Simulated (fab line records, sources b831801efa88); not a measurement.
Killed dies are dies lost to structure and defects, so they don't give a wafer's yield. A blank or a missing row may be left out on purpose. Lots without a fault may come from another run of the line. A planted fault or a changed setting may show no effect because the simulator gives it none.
Problem report in the 8D (eight disciplines) form, filled by code | flow gf180mcu | the parts of the form that need people (team, actions taken, sign-off) are left out

1. THE PROBLEM
STI_CVD_03_THK at GF_STI_THK_MEAS_04 reads a mean of 147.4 nm on 6 wafers of 2 lots; wafers without a fault read 206.9 nm with a standard deviation of 2.1. That is -28 standard deviations from the usual mean.
First seen on wafer L429.1, day 4 10:59, on film_metro-02. The record holds 33 wafers of 11 lots with a number at this step. Rule for "out", or "out of limits": more than 4 standard deviations from the usual mean. The other wafers with a number count as sound.

2. WHAT IT IS AND WHAT IT IS NOT
question                    | is                           | is not
which readings at this step | STI_CVD_03_THK               | -
which lots                  | L429, L430                   | L416, L417, L421, L423, L425, L427, L432, L433, L438
which wafers of those lots  | all that have a number       | -
read on which gauges        | film_metro-02, film_metro-04 | -
when                        | from day 4 10:59             | up to then (18 sound wafers); but 9 sound wafers of L432, L433, L438 came after

3. SUSPECTS, AND WHAT RULES EACH OUT
Counting: a tool at a process step up to the reading stays a suspect if it ran every lot that is out and no sound lot after the first of them.
- the gauge at GF_STI_THK_MEAS_04: ruled out. The wafers that are out were read on 2 gauges (film_metro-02, film_metro-04).
- lpcvd-02 at GF_STI_CVD_03 (deposits Si3N4 from DCS/NH3, target thk 207.16 nm, time 3551 s): kept. It ran every lot that is out, first L429 (day 4 09:00), and no sound lot after that; its last sound lot up to then is L427 (day 3 19:41).
Left after counting: lpcvd-02 at GF_STI_CVD_03.

4. THE CAUSE (what the simulator had put in)
Process parameter drift: lpcvd-02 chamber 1, from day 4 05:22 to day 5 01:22, at GF_STI_CVD_03. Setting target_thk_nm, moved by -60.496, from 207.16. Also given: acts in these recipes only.
Counting left only this tool.

5. THE CHAIN OF EFFECTS, in route order
Each row: a reading whose mean over the struck wafers that have a number lies more than 3 standard deviations from the usual. Only readings for which the record gives a usual standard deviation are gone through. hours: the time from each lot's start at the first step in this table that gives one to its start at this step, as a median over the lots. sigmas: the change in usual standard deviations.
hours | step               | reading            | usual      | on struck wafers | change | sigmas
0     | GF_STI_THK_MEAS_04 | STI_CVD_03_THK     | 206.9 nm   | 147.4            | -59.5  | -28
14    | GF_STI_ETCH_13     | oes_product_au     | 0.833 a.u. | 0.705            | -0.128 | -18
14    | GF_STI_ETCH_13     | throttle_valve_pct | 8.809 %    | 8.771            | -0.037 | -4.5
The process steps in it:
- GF_STI_ETCH_13: etches the open film in CHF3/O2, stops on Si, target depth 282.31 nm, time 112.9 s.
Later measuring or inspecting steps at which every struck wafer that the step has a row for has a number for every such reading, and none has moved that far: GF_HV_LDD_TW_MEAS_11, GF_HV_LDD_OVL_MEAS_47.

6. WHAT WOULD HAVE CAUGHT IT SOONER
In this record the first reading out of limits at a measuring or inspecting step was taken at day 4 10:59, 6 hours after the fault began at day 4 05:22.
Of the tool readings at GF_STI_CVD_03 for which the record gives a usual standard deviation, none was out on any struck wafer, so an alarm limit of 4 standard deviations on them would not have fired.
Of the lots that are out (2), L430 began GF_STI_CVD_03 on lpcvd-02 after day 4 10:59. A hold on the tool at that time would have spared it.
